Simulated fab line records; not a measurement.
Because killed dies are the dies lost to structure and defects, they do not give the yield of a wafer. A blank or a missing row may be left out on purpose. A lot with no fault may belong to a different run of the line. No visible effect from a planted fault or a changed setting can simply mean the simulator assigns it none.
Which tool was responsible?    flow gf180mcu    24 lots with 72 wafers sampled at 6 steps, on a route of 602 steps

== WHAT THE GAUGES READ, wafer by wafer ==
GF_V5_RS_MEAS_24: measures by four-point-probe. Usual: V5_W_RS 0.330 ohm/sq, standard deviation 0.0032.
lot   measured      on            V5_W_RS (ohm/sq)   flag
L074  day 27 01:53  filmMetro-02  0.330 0.328 0.325  
L075  day 27 13:53  filmMetro-04  0.329 0.327 0.328  
L076  day 27 23:01  filmMetro-02  0.330 0.330 0.326  
L077  day 28 05:05  filmMetro-04  0.335 0.332 0.333  
L078  day 28 09:47  filmMetro-02  0.331 0.332 0.329  
L079  day 28 20:50  filmMetro-02  0.329 0.326 0.327  
L080  day 29 04:16  filmMetro-03  0.325 0.327 0.324  
L081  day 29 14:34  filmMetro-04  0.330 0.328 0.331  
L082  day 29 18:40  filmMetro-03  0.331 0.331 0.328  
L083  day 30 05:45  filmMetro-04  0.335 0.335 0.330  
L084  day 30 11:28  filmMetro-04  0.334 0.336 0.337  
L085  day 30 13:56  filmMetro-02  0.325 0.326 0.332  
L086  day 30 22:08  filmMetro-02  0.327 0.327 0.325  
L087  day 31 04:26  filmMetro-02  0.326 0.332 0.333  
L088  day 31 08:15  filmMetro-04  0.332 0.330 0.333  
L089  day 31 14:38  filmMetro-02  0.330 0.328 0.328  
L090  day 31 22:38  filmMetro-02  0.332 0.332 0.336  
L091  day 32 05:28  filmMetro-02  0.327 0.331 0.327  
L092  day 32 09:11  filmMetro-04  0.329 0.335 0.330  
L093  day 32 18:34  filmMetro-02  0.333 0.325 0.328  
L094  day 33 01:02  filmMetro-02  0.330 0.327 0.332  
L095  day 33 06:14  filmMetro-02  0.329 0.331 0.333  
L096  day 33 12:34  filmMetro-02  0.329 0.333 0.329  
L097  day 33 11:53  filmMetro-04  0.326 0.331 0.330  

== WHAT TOOL EACH LOT RAN ON (gives the tool, then ch and the chambers of the sampled wafers, and finally the start) ==
lot   GF_M4_SPUTTER_01             GF_MIM_SPUTTER_01            GF_MIM_CVD_05                    GF_M5_ETCH_09                      GF_V5_CVD_23
L074  pvdSputter-02, day 22 07:05  pvdSputter-03, day 24 07:44  pecvd-01 ch 0,1, day 24 07:52    rieDiel-04 ch 0,2, day 26 03:02    cvdW-02 ch 0,1, day 27 01:46
L075  pvdSputter-01, day 22 20:28  pvdSputter-04, day 24 20:42  pecvd-01 ch 0,1,2, day 24 20:49  rieDiel-04 ch 0,2,3, day 26 15:23  cvdW-01 ch 0,1, day 27 13:47
L076  pvdSputter-02, day 23 06:29  pvdSputter-03, day 25 05:51  pecvd-01 ch 0,2, day 25 05:58    rieDiel-03 ch 0,1,3, day 27 00:38  cvdW-01 ch 0,1, day 27 22:53
L077  pvdSputter-01, day 23 14:03  pvdSputter-04, day 25 13:05  pecvd-04 ch 0,1, day 25 13:13    rieDiel-02 ch 1,2, day 27 07:26    cvdW-02 ch 0,1, day 28 04:59
L078  pvdSputter-04, day 23 19:45  pvdSputter-03, day 25 18:00  pecvd-01 ch 0,1,2, day 25 18:07  rieDiel-04 ch 0,2,3, day 27 11:47  cvdW-01 ch 0,1, day 28 09:40
L079  pvdSputter-01, day 24 08:41  pvdSputter-04, day 26 06:23  pecvd-04 ch 0,2, day 26 06:31    rieDiel-03 ch 1,2, day 27 23:20    cvdW-01 ch 0,1, day 28 20:43
L080  pvdSputter-04, day 24 16:08  pvdSputter-04, day 26 12:57  pecvd-02 ch 1,2, day 26 13:04    rieDiel-03 ch 0,3, day 28 06:38    cvdW-01 ch 0,1, day 29 04:08
L081  pvdSputter-02, day 25 03:20  pvdSputter-03, day 27 00:19  pecvd-04 ch 0,1, day 27 00:26    rieDiel-03 ch 0,2, day 28 16:47    cvdW-01 ch 0,1, day 29 14:27
L082  pvdSputter-04, day 25 09:14  pvdSputter-04, day 27 05:48  pecvd-02 ch 1,2, day 27 05:55    rieDiel-02 ch 0,3, day 28 22:28    cvdW-02 ch 0,1, day 29 18:34
L083  pvdSputter-01, day 25 21:15  pvdSputter-02, day 27 17:14  pecvd-04 ch 0,1, day 27 17:21    rieDiel-03 ch 1,2, day 29 08:17    cvdW-02 ch 0,1, day 30 05:37
L084  pvdSputter-02, day 26 02:02  pvdSputter-03, day 27 23:09  pecvd-02 ch 0,1,2, day 27 23:16  rieDiel-03 ch 0,1,2, day 29 13:41  cvdW-02 ch 0,1, day 30 11:22
L085  pvdSputter-01, day 26 07:28  pvdSputter-02, day 28 02:41  pecvd-02 ch 1,2, day 28 02:49    rieDiel-04 ch 2,3, day 29 17:05    cvdW-01 ch 0,1, day 30 13:49
L086  pvdSputter-01, day 26 15:07  pvdSputter-04, day 28 11:28  pecvd-02 ch 1,2, day 28 11:35    rieDiel-02 ch 0,2,3, day 30 01:41  cvdW-01 ch 0,1, day 30 22:01
L087  pvdSputter-04, day 26 21:47  pvdSputter-02, day 28 17:06  pecvd-01 ch 0,1, day 28 17:14    rieDiel-02 ch 1,2,3, day 30 07:38  cvdW-02 ch 0,1, day 31 04:18
L088  pvdSputter-01, day 27 03:31  pvdSputter-03, day 28 22:44  pecvd-01 ch 0,1, day 28 22:51    rieDiel-04 ch 1,2,3, day 30 11:32  cvdW-02 ch 0,1, day 31 08:07
L089  pvdSputter-04, day 27 12:33  pvdSputter-04, day 29 06:10  pecvd-04 ch 0,1, day 29 06:18    rieDiel-03 ch 1,3, day 30 18:47    cvdW-01 ch 0,1, day 31 14:32
L090  pvdSputter-02, day 27 18:45  pvdSputter-03, day 29 12:44  pecvd-02 ch 1,2, day 29 12:52    rieDiel-04 ch 0,2,3, day 31 02:02  cvdW-01 ch 0,1, day 31 22:32
L091  pvdSputter-01, day 28 03:20  pvdSputter-02, day 29 21:25  pecvd-04 ch 1,2, day 29 21:32    rieDiel-04 ch 1,2,3, day 31 09:32  cvdW-01 ch 1, day 32 05:14
L092  pvdSputter-02, day 28 10:02  pvdSputter-02, day 30 01:48  pecvd-04 ch 0,1,2, day 30 01:55  rieDiel-03 ch 1,2, day 31 13:59    cvdW-01 ch 0,1, day 32 09:04
L093  pvdSputter-02, day 28 18:47  pvdSputter-03, day 30 12:19  pecvd-04 ch 0,1,2, day 30 12:27  rieDiel-02 ch 1,2, day 31 23:20    cvdW-02 ch 0,1, day 32 18:26
L094  pvdSputter-04, day 29 01:33  pvdSputter-02, day 30 19:44  pecvd-02 ch 0,1,2, day 30 19:52  rieDiel-04 ch 1,2, day 32 06:28    cvdW-02 ch 0,1, day 33 00:56
L095  pvdSputter-02, day 29 08:00  pvdSputter-02, day 31 00:20  pecvd-04 ch 0,1, day 31 00:28    rieDiel-02 ch 0,1,3, day 32 11:50  cvdW-01 ch 0,1, day 33 06:07
L096  pvdSputter-02, day 29 14:45  pvdSputter-02, day 31 07:48  pecvd-04 ch 0,1, day 31 07:55    rieDiel-03 ch 0,1,2, day 32 18:29  cvdW-02 ch 0,1, day 33 12:26
L097  pvdSputter-02, day 29 16:15  pvdSputter-04, day 31 07:35  pecvd-02 ch 1,2, day 31 07:42    rieDiel-03 ch 0,2,3, day 32 17:53  cvdW-01 ch 0,1, day 33 11:46
- GF_M4_SPUTTER_01: material TiN, target thk 30 nm, time 25 s.
- GF_MIM_SPUTTER_01: material TiN, target thk 30 nm, time 25 s.
- GF_MIM_CVD_05: deposits Si3N4, target thk 42 nm, time 29.086 s.
- GF_M5_ETCH_09: etches Si3N4 in CF4/O2, target depth 52 nm, time 11.6 s.
- GF_V5_CVD_23: deposits W, target thk 350 nm, time 104.9 s.

== AS READ BY THE TOOLS THEMSELVES (means over the sampled wafers that have a number; for cases with no such wafer, the mark the record gives instead) ==
GF_M4_SPUTTER_01. Usual: chamberPressurePa 0.4001 Pa, standard deviation 0.00096; throttleValvePct 30.1 %, standard deviation 1.3.
lot   tool           chamberPressurePa (Pa)  throttleValvePct (%)  flag
L074  pvdSputter-02  0.4000                  29.5                  
L075  pvdSputter-01  0.4004                  30.3                  
L076  pvdSputter-02  0.4008                  29.9                  
L077  pvdSputter-01  0.4001                  30.2                  
L078  pvdSputter-04  0.3991                  30.2                  
L079  pvdSputter-01  0.4000                  29.6                  
L080  pvdSputter-04  0.4004                  28.7                  
L081  pvdSputter-02  0.4000                  30.4                  
L082  pvdSputter-04  0.4004                  30.1                  
L083  pvdSputter-01  0.3995                  30.2                  
L084  pvdSputter-02  0.3992                  29.9                  
L085  pvdSputter-01  0.4000                  30.3                  
L086  pvdSputter-01  0.3999                  30.2                  
L087  pvdSputter-04  0.4002                  30.2                  
L088  pvdSputter-01  0.4009                  30.4                  
L089  pvdSputter-04  0.4004                  29.3                  
L090  pvdSputter-02  0.3997                  30.2                  
L091  pvdSputter-01  0.3995                  30.0                  
L092  pvdSputter-02  0.4002                  30.3                  
L093  pvdSputter-02  0.4008                  30.3                  
L094  pvdSputter-04  0.4006                  30.9                  
L095  pvdSputter-02  0.3998                  30.2                  
L096  pvdSputter-02  0.4003                  30.1                  
L097  pvdSputter-02  0.4007                  29.9                  

GF_MIM_SPUTTER_01. Usual: chamberPressurePa 0.4000 Pa, standard deviation 0.00082; throttleValvePct 29.8 %, standard deviation 1.4.
lot   tool           chamberPressurePa (Pa)  throttleValvePct (%)  flag
L074  pvdSputter-03  0.4004                  29.0                  
L075  pvdSputter-04  0.3993                  28.4                  
L076  pvdSputter-03  0.3999                  30.6                  
L077  pvdSputter-04  0.3998                  28.5                  
L078  pvdSputter-03  0.3995                  29.5                  
L079  pvdSputter-04  0.4003                  28.7                  
L080  pvdSputter-04  0.3989                  30.2                  
L081  pvdSputter-03  0.3992                  30.0                  
L082  pvdSputter-04  0.4002                  31.0                  
L083  pvdSputter-02  0.4010                  30.1                  
L084  pvdSputter-03  0.3987                  29.3                  
L085  pvdSputter-02  0.4004                  29.9                  
L086  pvdSputter-04  0.4007                  28.7                  
L087  pvdSputter-02  0.3999                  30.0                  
L088  pvdSputter-03  0.4004                  29.6                  
L089  pvdSputter-04  0.3998                  29.4                  
L090  pvdSputter-03  0.3996                  30.1                  
L091  pvdSputter-02  0.4004                  29.8                  
L092  pvdSputter-02  0.4001                  29.9                  
L093  pvdSputter-03  0.3999                  30.6                  
L094  pvdSputter-02  0.4002                  29.7                  
L095  pvdSputter-02  0.3995                  30.1                  
L096  pvdSputter-02  0.3997                  30.7                  
L097  pvdSputter-04  0.4003                  30.3                  

GF_MIM_CVD_05. Usual: heaterPowerW at 595 W, with a standard deviation of 93.
lot   tool      heaterPowerW (W)  flag
L074  pecvd-01  584               
L075  pecvd-01  608               
L076  pecvd-01  593               
L077  pecvd-04  571               
L078  pecvd-01  644               
L079  pecvd-04  541               
L080  pecvd-02  633               
L081  pecvd-04  525               
L082  pecvd-02  722               
L083  pecvd-04  572               
L084  pecvd-02  611               
L085  pecvd-02  656               
L086  pecvd-02  652               
L087  pecvd-01  707               
L088  pecvd-01  624               
L089  pecvd-04  520               
L090  pecvd-02  732               
L091  pecvd-04  553               
L092  pecvd-04  580               
L093  pecvd-04  555               
L094  pecvd-02  616               
L095  pecvd-04  602               
L096  pecvd-04  561               
L097  pecvd-02  677               

GF_M5_ETCH_09. Usual: biasW 149.9 W, standard deviation 0.44; cf4FlowSccm 79.99 sccm, standard deviation 0.22; chamberPressureMTorr 150.01 mTorr, standard deviation 0.15; drypumpMotorCurrentA 5.8 A, standard deviation 0.52; oesProductAu 0.998 a.u., standard deviation 0.0068; throttleValvePct 5.969 %, standard deviation 0.0086.
lot   tool        biasW (W)  cf4FlowSccm (sccm)  chamberPressureMTorr (mTorr)  drypumpMotorCurrentA (A)  oesProductAu (a.u.)  throttleValvePct (%)  flag
L074  rieDiel-04  150.1      80.13               150.00                        5.6                       0.989                5.969                 
L075  rieDiel-04  149.5      79.95               150.10                        5.9                       1.001                5.976                 
L076  rieDiel-03  150.0      79.96               150.00                        5.8                       1.002                5.966                 
L077  rieDiel-02  149.7      80.05               149.90                        5.4                       0.986                5.968                 
L078  rieDiel-04  149.8      79.90               149.96                        5.9                       0.998                5.971                 
L079  rieDiel-03  150.1      79.85               150.02                        5.8                       1.001                5.961                 
L080  rieDiel-03  150.1      79.86               150.00                        6.1                       0.995                5.972                 
L081  rieDiel-03  149.9      80.05               149.94                        6.1                       1.002                5.974                 
L082  rieDiel-02  149.9      79.92               149.99                        5.2                       0.996                5.967                 
L083  rieDiel-03  150.2      79.99               149.97                        5.5                       1.007                5.976                 
L084  rieDiel-03  149.6      80.04               149.98                        5.8                       0.999                5.973                 
L085  rieDiel-04  150.0      79.78               150.05                        6.2                       1.001                5.966                 
L086  rieDiel-02  149.5      79.96               150.12                        5.2                       0.996                5.965                 
L087  rieDiel-02  150.0      79.96               150.05                        5.3                       0.995                5.957                 
L088  rieDiel-04  149.8      79.79               149.94                        6.0                       0.999                5.975                 
L089  rieDiel-03  149.8      79.91               150.12                        5.8                       0.999                5.972                 
L090  rieDiel-04  150.2      79.89               150.01                        5.9                       0.996                5.965                 
L091  rieDiel-04  149.7      80.16               149.99                        6.0                       0.998                5.966                 
L092  rieDiel-03  149.9      80.13               150.04                        5.8                       0.998                5.977                 
L093  rieDiel-02  149.6      80.08               149.97                        5.6                       0.996                5.968                 
L094  rieDiel-04  149.6      79.86               150.09                        5.7                       0.992                5.976                 
L095  rieDiel-02  149.5      79.92               150.17                        5.5                       1.000                5.969                 
L096  rieDiel-03  150.0      79.87               149.85                        5.8                       0.999                5.965                 
L097  rieDiel-03  150.7      80.12               150.18                        6.1                       1.000                5.962                 

GF_V5_CVD_23. Usual: heaterPowerW at 874 W, with a standard deviation of 39.
lot   tool     heaterPowerW (W)  flag
L074  cvdW-02  859               
L075  cvdW-01  891               
L076  cvdW-01  869               
L077  cvdW-02  868               
L078  cvdW-01  897               
L079  cvdW-01  894               
L080  cvdW-01  893               
L081  cvdW-01  887               
L082  cvdW-02  834               
L083  cvdW-02  832               
L084  cvdW-02  839               
L085  cvdW-01  908               
L086  cvdW-01  887               
L087  cvdW-02  840               
L088  cvdW-02  860               
L089  cvdW-01  902               
L090  cvdW-01  895               
L091  cvdW-01  897               
L092  cvdW-01  880               
L093  cvdW-02  859               
L094  cvdW-02  838               
L095  cvdW-01  884               
L096  cvdW-02  842               
L097  cvdW-01  875               

== THE ANSWER, worked out from the rows above alone ==
Rule: take the mean of a lot's wafers that have a number; if it is more than 3 standard deviations from the usual mean, the lot is off. A lot without any number at a reading at which 4 lots or more have one is off too. The other lots that the step has rows for count as sound. The gauges are gone through in route order, then the tools' own readings, and for those a lot's mean is taken as printed above. The first step at which some lot is off is used, and at that step the reading that is off furthest; a lot without a number counts as furthest.
None of the lots is off at any reading shown; this tells nothing.

== WHAT THE SIMULATOR HAD PUT IN ==
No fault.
